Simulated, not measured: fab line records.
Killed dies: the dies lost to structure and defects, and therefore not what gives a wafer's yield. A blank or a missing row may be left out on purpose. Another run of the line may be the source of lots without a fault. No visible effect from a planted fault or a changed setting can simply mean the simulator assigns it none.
fab line records ; flow gf180mcu
record: lots: 5; wafers: 15; lastDay: 34
route steps=602 shown HV_LDD@220 NSD@235
lots that met no fault: from a run of the same line without faults
startH: hours from the record's first day to the start of the lot's first wafer shown ; waitH: hours elapsed since this lot's preceding step ; " as in the row above ; L1.1+2: several wafers, shown together as one row ; - no value, or no start was given ; * or withheld: withheld ; < > ~ a bound
route shown NAME@n: names a module that has steps shown in the file, with the first one's number in the route ; usual: mean/standard deviation taken from wafers without a fault ; same: alike in all rows ; chamber/n: place in a boat ; sites: the reading at each site ; _std_site: the standard deviation of these ; _edge_site: outer sites' mean less inner sites' ; radiusMm: for every site, how far away it sits from the centre of the wafer ; mask NAME#n: copy n ; behind: the tool/chamber that last shaped the wafer ; hold: the reason the lot was held/the length of the hold in hours/how it ended ; device: transistor that didn't switch, given as n, p or np ; end of line: at the end of the route, the tests of the same wafers ; a step without rows: its recipe alone ; killed: dies lost to structure and defects at the first sort, not the wafer's yield ; map: shows each die of a wafer: x if killed, . if not, _ if none is there
set.NAME: the setting the step ran with; set.NAME@STEP: the setting that earlier step ran with ; model.NAME: the simulator's own value behind a step, which no gauge read
a table for each step, a row for each wafer; lots at some steps of the route
services: when a tool's chamber went out of use (startH, in hours from the record's first day, below 0 if earlier), for how many hours, and the reason
== steps ==
step: GF_HV_LDD_PEB_44
recipe: tempC: withheld; timeS: *; resist: NOVOLAK
step: GF_HV_LDD_DEVELOP_45
recipe: developTimeS: 60; devTempC: 23
step: GF_HV_LDD_CD_MEAS_46
recipe: targetCdNm: 400
usual: cdNm: 401.2/2.5
lot.wafer;tool;chamber;startH;waitH;cdNm
L926.1;cdSem-02;-;316.40;0.1;398.9
L926.4;cdSem-02;-;316.40;0.1;401.9
L926.6;cdSem-02;-;316.40;0.1;401.3
L929.3;cdSem-01;-;338.59;0.1;400.0
L929.5;cdSem-01;-;338.59;0.1;400.6
L929.6;cdSem-01;-;338.59;0.1;400.3
L935.1;cdSem-01;-;383.85;0.1;395.9
L935.3;cdSem-01;-;383.85;0.1;396.6
L935.6;cdSem-01;-;383.85;0.1;396.7
L942.2;cdSem-01;-;445.22;0.1;399.8
L942.3;cdSem-01;-;445.22;0.1;402.6
L942.5;cdSem-01;-;445.22;0.1;402.7
L943.1;cdSem-02;-;446.20;0.1;401.0
L943.4;cdSem-02;-;446.20;0.1;400.7
L943.6;cdSem-02;-;446.20;0.1;402.8
step: GF_HV_LDD_OVL_MEAS_47
usual: HV_LDD_03_OVL: -0.3/1.3
lot.wafer;tool;chamber;startH;waitH;HV_LDD_03_OVL[nm]
L926.1;overlay-01;-;316.52;0.1;-1.3
L926.4;overlay-01;-;316.52;0.1;-2.3
L926.6;overlay-01;-;316.52;0.1;-3.2
L929.3;overlay-02;-;338.68;0.1;-1.3
L929.5;overlay-02;-;338.68;0.1;-1.6
L929.6;overlay-02;-;338.68;0.1;-1.6
L935.1;overlay-01;-;383.97;0.1;2.7
L935.3;overlay-01;-;383.97;0.1;2.2
L935.6;overlay-01;-;383.97;0.1;3.1
L942.2;overlay-02;-;445.33;0.1;1.0
L942.3;overlay-02;-;445.33;0.1;-1.0
L942.5;overlay-02;-;445.33;0.1;-1.6
L943.1;overlay-02;-;446.32;0.1;-1.2
L943.4;overlay-02;-;446.32;0.1;-1.6
L943.6;overlay-02;-;446.32;0.1;1.2
step: GF_HV_LDD_IMPLANT_48
recipe: species: B; energyKev: 25; doseCm2: 3e+13; tiltDeg: 7
step: GF_HV_LDD_STRIP_49
recipe: chemistry: O2/N2; powerW: 1400; pressureMtorr: 1500; platenTempC: 250; o2FlowSccm: 3000; n2FlowSccm: 300; overashFraction: 0.5
usual: drypumpMotorCurrentA: 5.9/0.5; heaterPowerW: 308/39; oesProductAu: 0.716/0.0044; stripTimeToEndpointS: 12.56/0.038
lot.wafer;tool;chamber;startH;waitH;drypumpMotorCurrentA;heaterPowerW;oesProductAu;rfHoursCounterH;stripTimeToEndpointS
L926.1;plasmaAsher-02;1;316.71;0.1;5.6;296;0.717;48;12.56
L926.4;plasmaAsher-02;1;316.71;0.1;5.6;300;0.716;-;12.53
L926.6;plasmaAsher-02;0;316.71;0.1;6.4;291;0.710;-;12.57
L929.3;plasmaAsher-04;1;338.89;0.1;6.5;345;0.707;-;12.64
L929.5;plasmaAsher-04;1;338.89;0.1;6.5;356;0.707;-;12.57
L929.6;plasmaAsher-04;0;338.89;0.1;5.9;275;0.723;-;12.64
L935.1;plasmaAsher-04;1;384.16;0.1;6.4;338;0.716;75;12.53
L935.3;plasmaAsher-04;0;384.16;0.1;5.9;275;0.711;-;12.54
L935.6;plasmaAsher-04;1;384.16;0.1;6.4;343;0.710;-;12.58
L942.2;plasmaAsher-01;1;445.51;0.1;4.7;283;0.719;84;12.54
L942.3;plasmaAsher-01;1;445.51;0.1;4.7;269;0.722;-;12.57
L942.5;plasmaAsher-01;0;445.51;0.1;5.7;413;0.713;-;12.60
L943.1;plasmaAsher-02;0;446.51;0.1;6.4;285;0.711;62;12.58
L943.4;plasmaAsher-02;0;446.51;0.1;6.4;277;0.713;-;12.59
L943.6;plasmaAsher-02;1;446.51;0.1;5.7;308;0.721;-;12.58
step: GF_HV_LDD_TW_MEAS_50
usual: HV_LDD_4_TW: 567/7.6
lot.wafer;tool;chamber;startH;waitH;HV_LDD_4_TW
L926.1;filmMetro-03;-;316.81;0.1;556
L926.4;filmMetro-03;-;316.81;0.1;560
L926.6;filmMetro-03;-;316.81;0.1;557
L929.3;filmMetro-01;-;338.98;0.1;576
L929.5;filmMetro-01;-;338.98;0.1;572
L929.6;filmMetro-01;-;338.98;0.1;573
L935.1;filmMetro-03;-;384.26;0.1;560
L935.3;filmMetro-03;-;384.26;0.1;560
L935.6;filmMetro-03;-;384.26;0.1;557
L942.2;filmMetro-03;-;445.62;0.1;560
L942.3;filmMetro-03;-;445.62;0.1;560
L942.5;filmMetro-03;-;445.62;0.1;560
L943.1;filmMetro-04;-;446.61;0.1;574
L943.4;filmMetro-04;-;446.61;0.1;576
L943.6;filmMetro-04;-;446.61;0.1;575
step: GF_HV_LDD_CLEAN_51
recipe: chemistry: SC1/SC2; mix: 1:4:20; tempC: 70; timeS: 152; dry: n2Spin
step: GF_HV_LDD_RTA_52
recipe: tempC: 1000; timeS: 10; ambient: N2
usual: lampPowerPct: 33.9/2.6; wafer_temp_C_max: 1006.7/1.6
lot.wafer;tool;chamber;startH;waitH;lampPowerPct;wafer_temp_C_max
L926.1;rtpAnneal-02;0;316.92;0.0;36.0;1006.9
L926.4;rtpAnneal-02;0;316.92;0.0;36.1;1007.5
L926.6;rtpAnneal-02;0;316.92;0.0;36.1;1010.4
L929.3;rtpAnneal-02;0;339.09;0.0;36.0;1008.5
L929.5;rtpAnneal-02;0;339.09;0.0;36.1;1008.4
L929.6;rtpAnneal-02;0;339.09;0.0;36.1;1007.2
L935.1;rtpAnneal-01;0;384.37;0.0;30.8;1005.3
L935.3;rtpAnneal-01;0;384.37;0.0;30.7;1005.9
L935.6;rtpAnneal-01;0;384.37;0.0;30.7;1005.3
L942.2;rtpAnneal-02;0;445.79;0.0;36.0;1007.7
L942.3;rtpAnneal-02;0;445.79;0.0;36.1;1006.4
L942.5;rtpAnneal-02;0;445.79;0.0;36.0;1008.3
L943.1;rtpAnneal-02;0;446.72;0.0;36.1;1007.4
L943.4;rtpAnneal-02;0;446.72;0.0;36.1;1006.7
L943.6;rtpAnneal-02;0;446.72;0.0;36.1;1006.0
step: GF_HV_LDD_RS_MEAS_53
recipe: thkMeasGauge: four-point-probe
usual: HV_LDD_RS: 418.4/1.1
lot.wafer;tool;chamber;startH;waitH;HV_LDD_RS[ohm/sq]
L926.1;filmMetro-04;-;316.99;0.1;417.4
L926.4;filmMetro-04;-;316.99;0.1;418.5
L926.6;filmMetro-04;-;316.99;0.1;419.3
L929.3;filmMetro-03;-;339.18;0.1;418.4
L929.5;filmMetro-03;-;339.18;0.1;417.8
L929.6;filmMetro-03;-;339.18;0.1;417.5
L935.1;filmMetro-03;-;384.44;0.1;418.3
L935.3;filmMetro-03;-;384.44;0.1;417.0
L935.6;filmMetro-03;-;384.44;0.1;417.3
L942.2;filmMetro-04;-;445.86;0.1;419.0
L942.3;filmMetro-04;-;445.86;0.1;418.8
L942.5;filmMetro-04;-;445.86;0.1;418.7
L943.1;filmMetro-03;-;446.79;0.1;417.8
L943.4;filmMetro-03;-;446.79;0.1;417.7
L943.6;filmMetro-03;-;446.79;0.1;416.8
step: GF_HV_LDD_CVD_54
recipe: material: SiO2; targetThkNm: 10; precursor: TEOS; tempC: 680; timeS: 75; pressureMtorr: 400
step: GF_HV_LDD_THK_MEAS_55
recipe: reads: SiO2_of_HV_LDD_CVD_54
usual: HV_LDD_CVD_54_THK: 9.95/0.14
lot.wafer;tool;chamber;startH;waitH;HV_LDD_CVD_54_THK[nm]
L926.1;filmMetro-03;-;318.64;0.0;10.20
L926.4;filmMetro-03;-;318.64;0.0;10.15
L926.6;filmMetro-03;-;318.64;0.0;10.24
L929.3;filmMetro-04;-;340.30;0.0;9.90
L929.5;filmMetro-04;-;340.30;0.0;9.71
L929.6;filmMetro-04;-;340.30;0.0;9.88
L935.1;filmMetro-04;-;385.58;0.0;10.10
L935.3;filmMetro-04;-;385.58;0.0;10.22
L935.6;filmMetro-04;-;385.58;0.0;10.04
L942.2;filmMetro-01;-;446.99;0.0;9.79
L942.3;filmMetro-01;-;446.99;0.0;9.70
L942.5;filmMetro-01;-;446.99;0.0;9.95
L943.1;filmMetro-04;-;447.93;0.0;9.98
L943.4;filmMetro-04;-;447.93;0.0;9.85
L943.6;filmMetro-04;-;447.93;0.0;9.87
step: GF_HV_LDD_CVD_56
recipe: material: Si3N4; precursor: DCS/NH3; targetThkNm: 90; tempC: 770; timeS: 1543; pressureMtorr: 250
usual: spikeTcCentreC: 771.6/1.1; spikeTcLowerC: 771.0/1.2; spikeTcTopC: 783.8/3; zonePowerCentrePct: 13.5/0.51; zonePowerLowerPct: 12.5/1.2
lot.wafer;tool;chamber;startH;waitH;spikeTcCentreC;spikeTcLowerC;spikeTcTopC;zonePowerCentrePct;zonePowerLowerPct;model.Si3N4_of_HV_LDD_CVD_56.thkNm
L926.1;lpcvd-02;1;318.70;0.1;772.1;770.9;786.9;13.2;12.1;88.54
L926.4;lpcvd-02;1;318.70;0.1;772.2;771.8;787.6;13.1;12.2;87.86
L926.6;lpcvd-02;1;318.70;0.1;772.5;769.8;787.1;13.3;12.0;88.58
L929.3;lpcvd-01;1;340.34;0.0;747.7;775.2;785.7;7.3;16.3;85.6
L929.5;lpcvd-01;1;340.34;0.0;748.5;774.7;782.4;7.3;16.0;81.38
L929.6;lpcvd-01;1;340.34;0.0;748.3;776.3;783.5;7.3;16.0;79.14
L935.1;lpcvd-02;0;385.64;0.1;773.3;769.7;784.6;14.4;10.9;90.56
L935.3;lpcvd-02;0;385.64;0.1;771.6;772.0;783.9;14.2;11.1;89.53
L935.6;lpcvd-02;0;385.64;0.1;772.3;771.0;784.1;14.5;10.9;89.59
L942.2;lpcvd-01;0;447.04;0.0;772.0;772.3;778.0;13.1;14.4;89.07
L942.3;lpcvd-01;0;447.04;0.0;771.3;771.9;779.8;13.3;14.2;89.47
L942.5;lpcvd-01;0;447.04;0.0;771.9;772.6;778.9;13.4;14.4;89.27
L943.1;lpcvd-02;0;447.99;0.1;772.9;771.1;785.4;14.4;10.9;90.85
L943.4;lpcvd-02;0;447.99;0.1;770.5;771.1;784.2;14.1;11.0;90.65
L943.6;lpcvd-02;0;447.99;0.1;771.2;771.2;785.8;14.3;10.9;90.8
step: GF_HV_LDD_THK_MEAS_57
recipe: reads: Si3N4_of_HV_LDD_CVD_56
usual: HV_LDD_CVD_56_THK: 89.8/0.83
lot.wafer;tool;chamber;startH;waitH;hold;HV_LDD_CVD_56_THK[nm]
L926.1;filmMetro-01;-;320.13;0.0;-;88.5
L926.4;filmMetro-01;-;320.13;0.0;-;87.8
L926.6;filmMetro-01;-;320.13;0.0;-;88.6
L929.3;filmMetro-03;-;341.79;0.0;awaitDispo/0.2h/release;85.5
L929.5;filmMetro-03;-;341.79;0.0;awaitDispo/0.2h/release;81.4
L929.6;filmMetro-03;-;341.79;0.0;awaitDispo/0.2h/release;79.1
L929.3;filmMetro-03;-;342.01;0.2;-;85.6
L929.5;filmMetro-03;-;342.01;0.2;-;81.4
L929.6;filmMetro-03;-;342.01;0.2;-;79.1
L935.1;filmMetro-01;-;387.07;0.0;-;90.6
L935.3;filmMetro-01;-;387.07;0.0;-;89.4
L935.6;filmMetro-01;-;387.07;0.0;-;89.6
L942.2;filmMetro-03;-;448.48;0.0;-;89.0
L942.3;filmMetro-03;-;448.48;0.0;-;89.5
L942.5;filmMetro-03;-;448.48;0.0;-;89.2
L943.1;filmMetro-04;-;449.42;0.0;-;90.9
L943.4;filmMetro-04;-;449.42;0.0;-;90.6
L943.6;filmMetro-04;-;449.42;0.0;-;90.8
step: GF_HV_LDD_ETCHBACK_58
recipe: chemistry: CH3F/O2; target: Si3N4; stopOn: SiO2; sourceW: 400; biasW: 80; pressureMtorr: 25; ch3fFlowSccm: 40; O2_flow_sccm: 30; timeS: 100; targetDepthA: 900
usual: O2_flow_sccm: 30.01/0.09; drypumpMotorCurrentA: 5.6/0.43; oesProductAu: 0.841/0.0058; throttleValvePct: 10.560/0.0095
lot.wafer;tool;chamber;startH;waitH;hold;O2_flow_sccm;drypumpMotorCurrentA;oesProductAu;rfHoursCounterH;throttleValvePct;model.etch.depthNm
L926.1;rieDiel-02;2;320.19;0.1;-;29.92;5.7;0.832;85;10.551;88.54
L926.4;rieDiel-02;3;320.19;0.1;-;30.00;6.0;0.825;89;10.564;87.86
L926.6;rieDiel-02;0;320.19;0.1;-;30.04;6.1;0.835;-;10.558;88.58
L929.3;rieDiel-02;1;348.57;6.5;awaitDispo/6.5h/release;29.98;5.8;0.822;13;10.547;85.6
L929.5;rieDiel-02;3;348.57;6.5;awaitDispo/6.5h/release;30.09;6.0;0.794;-;10.565;81.38
L929.6;rieDiel-02;0;348.57;6.5;awaitDispo/6.5h/release;29.89;6.1;0.785;-;10.550;79.14
L935.1;rieDiel-01;1;387.13;0.1;-;29.99;5.4;0.846;72;10.564;90.56
L935.3;rieDiel-01;2;387.13;0.1;-;29.95;5.3;0.835;67;10.552;89.53
L935.6;rieDiel-01;0;387.13;0.1;-;29.89;5.2;0.846;-;10.551;89.59
L942.2;rieDiel-01;0;448.53;0.0;-;29.94;5.2;0.832;65;10.562;89.07
L942.3;rieDiel-01;1;448.53;0.0;-;30.04;5.4;0.838;73;10.565;89.47
L942.5;rieDiel-01;1;448.53;0.0;-;30.00;5.4;0.839;-;10.556;89.27
L943.1;rieDiel-01;2;449.48;0.1;-;30.07;5.3;0.847;69;10.569;90.85
L943.4;rieDiel-01;0;449.48;0.1;-;29.88;5.1;0.841;66;10.580;90.65
L943.6;rieDiel-01;1;449.48;0.1;-;29.87;5.4;0.850;-;10.558;90.8
step: GF_NSD_DEHYDRATE_00
recipe: tempC: 200; timeS: 60
== services ==
tool;chamber;startH;hours;kind
rtpAnneal-02;-;298.43;3.6;pm
rieDiel-02;0;302.31;3.7;repair
plasmaAsher-01;-;310.23;4.5;repair
rieDiel-02;3;372.64;9.8;repair
rieDiel-01;3;379.21;-;clean
rieDiel-01;3;379.21;21.4;scheduledDown
rieDiel-01;3;379.21;21.4;ventCycle
rieDiel-01;1;391.42;3.5;repair
rieDiel-01;-;400.30;0.2;repair
lpcvd-01;-;406.33;2.8;pm
plasmaAsher-01;-;411.71;2.8;pm
plasmaAsher-04;-;421.25;9.0;pm
plasmaAsher-04;0;421.25;9.0;ventCycle
plasmaAsher-04;1;421.25;9.0;ventCycle
plasmaAsher-04;0;430.25;-;clean
plasmaAsher-04;1;430.25;-;clean
plasmaAsher-04;-;438.52;1.5;repair
== key ==
firstSign: step: GF_HV_LDD_CVD_56; reading: spikeTcCentreC; direction: down; sigmas: 21; usual: 771.6; struck: 748.2
effect: step: GF_HV_LDD_CVD_56; reading: zonePowerCentrePct; direction: down; sigmas: 12; usual: 13.5; struck: 7.3
effect: step: GF_HV_LDD_THK_MEAS_57; reading: visit; direction: added
effect: step: GF_HV_LDD_THK_MEAS_57; reading: HV_LDD_CVD_56_THK; direction: down; sigmas: 9.4; usual: 89.8; struck: 82.0
effect: step: GF_HV_LDD_ETCHBACK_58; reading: oesProductAu; direction: down; sigmas: 7.1; usual: 0.841; struck: 0.800
modelEffect: step: GF_HV_LDD_CVD_56; value: Si3N4_of_HV_LDD_CVD_56.thkNm; without: 90.6; struck: 82.04
modelEffect: step: GF_HV_LDD_ETCHBACK_58; value: etch.depthNm; without: 90.6; struck: 82.04
metAt GF_HV_LDD_CVD_56
struckWafers L929.3,L929.5,L929.6
testerLeftOut L929
fault: kind: processParameterDrift; tool: lpcvd-01; chamber: 1; onsetH: 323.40; steps: GF_HV_LDD_CVD_56; channel: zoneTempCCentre; offset: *; shape: step; endH: 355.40
testerLeftOut: of these lots the tester's yield and bins aren't shown, on N5 and GAA mostly nor the transistor test; their killed dies are dies lost to structure and defects alone, not to doping, threshold or leakage, so they don't give the yield
